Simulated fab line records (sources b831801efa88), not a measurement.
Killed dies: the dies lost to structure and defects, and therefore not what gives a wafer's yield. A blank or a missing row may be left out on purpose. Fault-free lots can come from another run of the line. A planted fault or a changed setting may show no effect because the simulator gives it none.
Code-filled problem report in 8D (eight disciplines) form / flow gf180mcu / the parts of the form that need people (team, actions taken, sign-off) are left out

## 1. WHAT WENT WRONG
Mean V5_CVD_02_THK at GF_V5_THK_MEAS_03: 2656 nm over 6 wafers in 2 lots; fault-free wafers: 1453 nm, standard deviation 17. That is +71 standard deviations from the usual mean.
Earliest sighting: wafer L986.1 on film_metro-04 at day 30 22:26. Wafers with a number at this step in the record: 39, from 13 lots. The rule behind "out" and "out of limits": a value lying over 4 standard deviations away from the usual mean. The rest of the wafers with a number are treated as sound.

## 2. WHAT THIS IS AND IS NOT
question=which readings at this step | is=V5_CVD_02_THK | is not=-
question=which lots | is=L986, L988 | is not=L972, L973, L974, L975, L977, L978, L979, L985, L989, L990, L994
question=which wafers of those lots | is=all that have a number | is not=-
question=read on which gauges | is=film_metro-03, film_metro-04 | is not=film_metro-01
question=when | is=from day 30 22:26 | is not=up to then (24 sound wafers); but 9 sound wafers of L989, L990, L994 came after

## 3. SUSPECTS, AND WHAT RULES EACH OUT
Counting: any tool at a process step up to the reading is kept as a suspect provided that every lot that is out went through it and no sound lot did after the first of them.
- ruled out: the gauge at GF_V5_THK_MEAS_03. The wafers that are out were read on 2 gauges (film_metro-03, film_metro-04).
- pecvd-04 at GF_V5_CVD_02 (deposits SiO2 from TEOS, target thk 1450 nm, time 163.28 s): kept. It ran every lot that is out, first L986 (day 30 22:19), and no sound lot after that; its last sound lot up to then is L985 (day 30 18:46).
The count leaves pecvd-04 at GF_V5_CVD_02.

## 4. THE CAUSE (what the simulator had put in)
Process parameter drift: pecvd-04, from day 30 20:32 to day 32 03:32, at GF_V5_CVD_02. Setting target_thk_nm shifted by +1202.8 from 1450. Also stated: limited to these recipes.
After counting, this tool was the only one left.

## 5. THE CHAIN OF EFFECTS, in route order
Each row: a reading where the mean over the struck wafers with a number is more than 3 standard deviations away from the usual. Scope: only readings with a usual standard deviation given in the record; hours: median across lots of the time from each lot's start at the first step in this table that gives one to its start at this step; sigmas: change in usual standard deviations.
hours=0; step=GF_V5_THK_MEAS_03; reading=V5_CVD_02_THK; usual=1453 nm; on struck wafers=2656; change=+1204; sigmas=+71
Later measuring or inspecting steps at which every struck wafer that the step has a row for has a number for every such reading, and none has moved that far: GF_V5_BOW_MEAS_05.

## 6. HOW IT WOULD HAVE BEEN CAUGHT EARLIER
The first out-of-limits reading at a measuring or inspecting step in this record came at day 30 22:26, 2 hours after the fault's start at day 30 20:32.
Of the tool readings at GF_V5_CVD_02 for which the record gives a usual standard deviation, none was out on any struck wafer, so an alarm limit of 4 standard deviations on them would not have fired.
Among the 2 lots that are out, L988 began GF_V5_CVD_02 on pecvd-04 after day 30 22:26. Had the tool been put on hold then, it would have been spared.
